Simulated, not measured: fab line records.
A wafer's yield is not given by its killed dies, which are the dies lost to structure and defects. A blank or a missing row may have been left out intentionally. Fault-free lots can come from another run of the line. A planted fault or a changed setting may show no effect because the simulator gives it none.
The same fault as seen by 2 desks | flow gf180mcu | each desk holds nothing but its own numbers, with what lay behind them at the end

== AT THE METROLOGY DESK ==
What the gauges read, lot by lot, whatever tool the lot ran on: means of the sampled wafers that have a number. If a lot's mean is further than 4 standard deviations from the usual mean, the lot is out of limits and carries the mark OUT (the distance appears in the brackets). Of its 9 readings 7 are shown: those that lie furthest out on some lot.
Columns: A = V2_W_RS at GF_V2_RS_MEAS_24, usual 0.329 ohm/sq; B = M3_ALCU_RS at GF_M3_RS_MEAS_05, usual 0.0694 ohm/sq; C = M3_ALCU_THK at GF_M3_THK_MEAS_06, usual 452 nm; D = cdNm at GF_M3_CD_MEAS_14, usual 279.9 nm; E = M3_OVL at GF_M3_OVL_MEAS_15, usual -1 nm; F = V3_CVD_00_THK at GF_V3_THK_MEAS_01, usual 600 nm; G = V3_BOW at GF_V3_BOW_MEAS_05, usual 115 um
lot  | first seen here | A     | B      | C   | D     | E  | F   | G
L384 | day 20 19:10    | 0.333 | 0.0700 | 444 | 279.8 | -5 | 590 | 116
L386 | day 21 11:26    | 0.332 | 0.0694 | 457 | 281.4 | 5  | 606 | 123
L391 | day 23 22:37    | 0.327 | 0.0713 | 439 | 280.5 | 1  | 599 | 114
L396 | day 25 19:13    | 0.333 | 0.0705 | 432 | 280.2 | 6  | 610 | 120
L405 | day 27 22:27    | 0.326 | 0.0711 | 444 | 280.8 | -3 | 599 | 126
This desk found nothing out of limits on any of the 5 lots.

== THE TOOL OWNER'S DESK: pvdSputter-03 ==
The tool's own readings at GF_M3_SPUTTER_04 (material TiN, target thk 50 nm, time 41.7 s): means of the sampled wafers that have a number, for each lot that ran on this tool. If a lot's mean is further than 4 standard deviations from the usual mean, the lot is out of limits and carries the mark OUT (the distance appears in the brackets).
Columns: A = throttleValvePct at GF_M3_SPUTTER_04, usual 29.5 %
lot  | first seen here | A
L386 | day 21 12:04    | 30.1
L396 | day 25 19:52    | 30.2
This desk found nothing out of limits on any of the 2 lots.

== PUT TOGETHER ==
From the metrology desk's view, nothing was out of limits.
Nothing out of limits was seen by the tool owner's desk.

== WHAT THE SIMULATOR PUT IN ==
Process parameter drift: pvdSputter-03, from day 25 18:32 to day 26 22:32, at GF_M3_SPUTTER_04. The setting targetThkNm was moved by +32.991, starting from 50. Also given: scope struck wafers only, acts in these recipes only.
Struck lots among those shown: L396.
